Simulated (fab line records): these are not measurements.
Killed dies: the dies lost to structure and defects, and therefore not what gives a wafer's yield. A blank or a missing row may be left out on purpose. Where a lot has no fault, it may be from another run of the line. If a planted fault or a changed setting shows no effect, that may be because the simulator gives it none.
Matching of chambers    flow gf180mcu    GF_V4_ETCH_16 on rieDiel-03 has 4 sister chambers
The step etches BARC in N2/H2. 18 wafers are shown with their chamber, then 9 later ones without.

## WAFERS WITH THEIR CHAMBER
wafer   chamber  drypumpMotorCurrentA (A)  oesProductAu (a.u.)  rfFwdPowerW (W)
L074.1  0        5.2                       0.853                493.6
L074.2  3        6.5                       0.856                495.3
L074.5  2        6.6                       0.861                494.9
L079.1  3        6.5                       0.850                493.8
L079.3  2        6.6                       0.857                488.6
L079.6  2        6.6                       0.854                489.7
L081.2  1        5.1                       0.853                494.4
L081.3  0        5.2                       0.850                495.4
L081.4  3        6.5                       0.857                494.4
L082.2  1        5.1                       0.851                494.1
L082.5  3        6.5                       0.859                496.0
L082.6  1        5.1                       0.854                496.9
L085.2  3        6.5                       0.859                495.8
L085.5  0        5.2                       0.858                493.9
L085.6  3        6.5                       0.861                496.2
L089.4  3        6.5                       0.858                495.6
L089.5  2        6.6                       0.859                495.3
L089.6  3        6.4                       0.859                495.0

SIGNATURES (means of the wafers above)
reading               chamber 0  chamber 1  chamber 2  chamber 3  scatter within a chamber
drypumpMotorCurrentA  5.200      5.100      6.600      6.487      0.025
oesProductAu          0.85367    0.85267    0.85775    0.85737    0.00318
rfFwdPowerW           494.300    495.133    492.125    495.262    1.84
Rule: for each reading, subtract the chamber's mean from the wafer's reading, divide by that reading's scatter and square the result; add these up over the readings and take the root, which gives the wafer's distance from the chamber. The wafer belongs to the nearest chamber; if the next one is less than 2 further off, it can't be placed. The scatter is the square root of a quotient: the sum, over the shown wafers, of each reading's squared deviation from its chamber's mean, divided by wafers minus chambers.

## WAFERS MISSING THEIR CHAMBER
wafer   drypumpMotorCurrentA (A)  oesProductAu (a.u.)  rfFwdPowerW (W)
L094.2  6.5                       0.855                495.2
L094.3  5.1                       0.864                494.7
L094.5  6.5                       0.859                494.0
L096.3  6.6                       0.853                494.0
L096.4  6.5                       0.852                497.1
L096.5  5.1                       0.857                494.1
L097.2  6.5                       0.857                496.2
L097.4  6.6                       0.859                493.7
L097.6  6.5                       0.856                496.7

## WHICH CHAMBER EACH ONE RAN IN
wafer   from the rows above      in truth
L094.2  3                        3
L094.3  can't be placed: 1 or 0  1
L094.5  3                        3
L096.3  2                        2
L096.4  3                        3
L096.5  1                        1
L097.2  3                        3
L097.4  2                        2
L097.6  3                        3
Placed correctly: 8 of 9. From these rows, 1 cannot be placed; in 1 the true chamber is one of the candidates. 0 placed wrongly.
